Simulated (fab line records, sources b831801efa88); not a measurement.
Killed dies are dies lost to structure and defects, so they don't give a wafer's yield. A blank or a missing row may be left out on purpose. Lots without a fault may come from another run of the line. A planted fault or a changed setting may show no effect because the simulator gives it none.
Which tool did it? | flow gf180mcu | 13 lots, 39 wafers sampled, at 5 steps of a route of 602

WHAT THE GAUGES READ, wafer by wafer
GF_MVSD_OVL_MEAS_07. Usual: MVSD_OVL -0.6 nm, standard deviation 1.4.
lot  | measured     | on         | MVSD_OVL (nm)  | flag
L187 | day 4 18:39  | overlay-01 | -3.5 1.0 -0.6  |
L188 | day 4 20:39  | overlay-01 | 0.9 2.4 1.8    |
L189 | day 5 03:21  | overlay-02 | 3.7 -0.8 -0.6  |
L190 | day 5 10:32  | overlay-01 | -0.8 -0.8 -1.1 |
L191 | day 5 14:45  | overlay-01 | 0.7 -0.3 1.0   |
L192 | day 5 19:21  | overlay-02 | -1.4 -0.5 -1.4 |
L193 | day 6 01:45  | overlay-01 | 0.9 0.7 0.7    |
L196 | day 6 20:26  | overlay-02 | 0.8 -0.1 0.6   |
L197 | day 7 01:06  | overlay-02 | -2.3 -1.5 -2.5 |
L200 | day 7 19:35  | overlay-02 | -1.0 0.1 -0.1  |
L203 | day 8 11:48  | overlay-01 | -2.6 -2.1 -1.8 |
L204 | day 8 20:01  | overlay-01 | -1.6 -1.4 -0.7 |
L209 | day 10 05:55 | overlay-02 | 0.4 1.3 -0.8   |

GF_VT_IMPLANT_OVL_MEAS_07. Usual: VT_IMPLANT_OVL -0.9 nm, standard deviation 1.4.
lot  | measured     | on         | VT_IMPLANT_OVL (nm) | flag
L187 | day 6 00:29  | overlay-01 | 1.5 -0.1 0.4        |
L188 | day 6 02:09  | overlay-02 | -0.8 -2.0 -1.5      |
L189 | day 6 09:06  | overlay-02 | -0.3 -1.2 0.1       |
L190 | day 6 16:44  | overlay-01 | -4.3 -3.0 -1.7      |
L191 | day 6 21:02  | overlay-02 | -0.7 -0.4 0.5       |
L192 | day 7 00:50  | overlay-02 | -2.4 -0.2 -0.8      |
L193 | day 7 08:09  | overlay-02 | 1.0 0.6 -1.3        |
L196 | day 8 05:14  | overlay-01 | 1.0 0.2 1.0         |
L197 | day 8 09:20  | overlay-02 | -1.7 -0.8 0.5       |
L200 | day 9 05:15  | overlay-01 | -2.1 -0.4 0.2       |
L203 | day 9 22:43  | overlay-02 | -0.1 -0.5 -2.1      |
L204 | day 10 06:44 | overlay-02 | -0.9 0.7 -0.7       |
L209 | day 11 18:49 | overlay-01 | -2.6 -1.5 -1.0      |

GF_HV_LDD_CD_MEAS_07: target cd 400 nm. Usual: cd_nm 399.9 nm, standard deviation 2.2.
lot  | measured     | on        | cd_nm (nm)        | flag
L187 | day 10 11:35 | cd_sem-01 | 398.9 400.2 397.4 |
L188 | day 10 11:44 | cd_sem-02 | 400.6 402.3 401.7 |
L189 | day 10 22:23 | cd_sem-02 | 397.4 400.8 400.4 |
L190 | day 11 06:26 | cd_sem-02 | 397.4 400.7 399.8 |
L191 | day 11 11:01 | cd_sem-01 | 398.7 401.1 398.7 |
L192 | day 11 14:38 | cd_sem-01 | 399.8 397.3 397.1 |
L193 | day 11 23:25 | cd_sem-01 | 400.7 399.0 400.6 |
L196 | day 13 01:08 | cd_sem-02 | 397.9 398.7 401.0 |
L197 | day 13 06:05 | cd_sem-01 | 407.6 406.3 406.1 | OFF
L200 | day 14 05:08 | cd_sem-02 | 405.5 408.1 406.2 | OFF
L203 | day 15 04:29 | cd_sem-02 | 400.5 402.6 401.9 |
L204 | day 15 12:39 | cd_sem-01 | 401.0 401.8 402.4 |
L209 | day 17 11:53 | cd_sem-02 | 401.7 402.1 404.3 |

WHICH TOOL RAN EACH LOT (tool, then ch and the chambers of the sampled wafers, then the start)
lot  | GF_POLY_GATE_ETCH_12               | GF_HV_LDD_DEVELOP_06
L187 | rie_diel-02 ch 2,3, day 9 16:00    | litho_track-03 ch 0, day 10 11:26
L188 | rie_diel-03 ch 1,2, day 9 16:21    | litho_track-04 ch 0, day 10 11:35
L189 | rie_diel-03 ch 0,1,3, day 10 02:03 | litho_track-04 ch 0, day 10 22:14
L190 | rie_diel-02 ch 1,2, day 10 10:27   | litho_track-03 ch 0, day 11 06:17
L191 | rie_diel-02 ch 0,1,2, day 10 14:24 | litho_track-04 ch 0, day 11 10:52
L192 | rie_diel-02 ch 0,2, day 10 18:51   | litho_track-03 ch 0, day 11 14:29
L193 | rie_diel-04 ch 1,2, day 11 03:15   | litho_track-01 ch 0, day 11 23:16
L196 | rie_diel-03 ch 1,2,3, day 12 02:54 | litho_track-03 ch 0, day 13 00:59
L197 | rie_diel-03 ch 0,1,2, day 12 09:24 | litho_track-03 ch 0, day 13 05:56
L200 | rie_diel-02 ch 0,1,2, day 13 07:09 | litho_track-03 ch 0, day 14 04:59
L203 | rie_diel-04 ch 0,1, day 14 03:57   | litho_track-04 ch 0, day 15 04:20
L204 | rie_diel-02 ch 0,1,3, day 14 13:24 | litho_track-04 ch 0, day 15 12:31
L209 | rie_diel-04 ch 0,2,3, day 16 06:45 | litho_track-03 ch 0, day 17 11:44
- GF_POLY_GATE_ETCH_12: etches BARC in N2/H2.
- GF_HV_LDD_DEVELOP_06: develop time 60 s.

WHAT THE TOOLS THEMSELVES READ (means of the sampled wafers that have a number; where no wafer has one, the mark that the record gives instead)
GF_POLY_GATE_ETCH_12. Usual: chamber_pressure_mTorr 29.998 mTorr, standard deviation 0.027; drypump_motor_current_A 5.9 A, standard deviation 0.42; oes_product_au 0.735 a.u., standard deviation 0.0041; throttle_valve_pct 13.215 %, standard deviation 0.0081.
lot  | tool        | chamber_pressure_mTorr (mTorr) | drypump_motor_current_A (A) | oes_product_au (a.u.) | throttle_valve_pct (%) | flag
L187 | rie_diel-02 | 30.021                         | 5.9                         | 0.733                 | 13.215                 |
L188 | rie_diel-03 | 30.010                         | 5.9                         | 0.737                 | 13.220                 |
L189 | rie_diel-03 | 29.982                         | 6.1                         | 0.737                 | 13.212                 |
L190 | rie_diel-02 | 30.010                         | 6.4                         | 0.736                 | 13.221                 |
L191 | rie_diel-02 | 30.003                         | 6.2                         | 0.733                 | 13.218                 |
L192 | rie_diel-02 | 29.995                         | 5.9                         | 0.735                 | 13.214                 |
L193 | rie_diel-04 | 30.004                         | 5.6                         | 0.736                 | 13.209                 |
L196 | rie_diel-03 | 30.005                         | 6.1                         | 0.737                 | 13.215                 |
L197 | rie_diel-03 | 30.006                         | 5.8                         | 0.735                 | 13.221                 |
L200 | rie_diel-02 | 30.012                         | 6.2                         | 0.730                 | 13.212                 |
L203 | rie_diel-04 | 30.011                         | 5.8                         | 0.735                 | 13.218                 |
L204 | rie_diel-02 | 29.995                         | 6.2                         | 0.736                 | 13.215                 |
L209 | rie_diel-04 | 30.001                         | 5.4                         | 0.734                 | 13.213                 |

GF_HV_LDD_DEVELOP_06. Usual: developer_temp_C 23.00 C, standard deviation 0.1; resist_line_temp_C 22.99 C, standard deviation 0.096.
lot  | tool           | developer_temp_C (C) | resist_line_temp_C (C) | flag
L187 | litho_track-03 | 23.13                | 23.02                  |
L188 | litho_track-04 | 22.88                | 22.92                  |
L189 | litho_track-04 | 22.96                | 23.10                  |
L190 | litho_track-03 | 22.96                | 23.01                  |
L191 | litho_track-04 | 23.00                | 22.90                  |
L192 | litho_track-03 | 22.91                | 22.87                  |
L193 | litho_track-01 | 22.86                | 22.99                  |
L196 | litho_track-03 | 23.01                | 22.92                  |
L197 | litho_track-03 | 20.63                | 22.96                  | OFF
L200 | litho_track-03 | 20.72                | 22.99                  | OFF
L203 | litho_track-04 | 23.00                | 22.88                  |
L204 | litho_track-04 | 23.08                | 23.04                  |
L209 | litho_track-03 | 23.12                | 23.01                  |

THE ANSWER, worked out from the rows above alone
Rule: a lot is off if the mean of its wafers that have a number lies more than 3 standard deviations from the usual mean. A lot without any number at a reading at which 4 lots or more have one is off too. The other lots that the step has rows for count as sound. The gauges are gone through in route order, then the tools' own readings, and for those a lot's mean is taken as printed above. The first step at which some lot is off is used, and at that step the reading that is off furthest; a lot without a number counts as furthest.
Off: L197, L200, at GF_HV_LDD_CD_MEAS_07 (cd_nm).
A tool fits if, at a process step before that reading, it ran every lot that is off, and no sound lot after the first of them. The gauges at GF_HV_LDD_CD_MEAS_07 aren't tried: what is off there is off at GF_HV_LDD_DEVELOP_06 too, on other tools, and a gauge's error can't cause that. None of those tried fits.

WHAT THE SIMULATOR HAD PUT IN
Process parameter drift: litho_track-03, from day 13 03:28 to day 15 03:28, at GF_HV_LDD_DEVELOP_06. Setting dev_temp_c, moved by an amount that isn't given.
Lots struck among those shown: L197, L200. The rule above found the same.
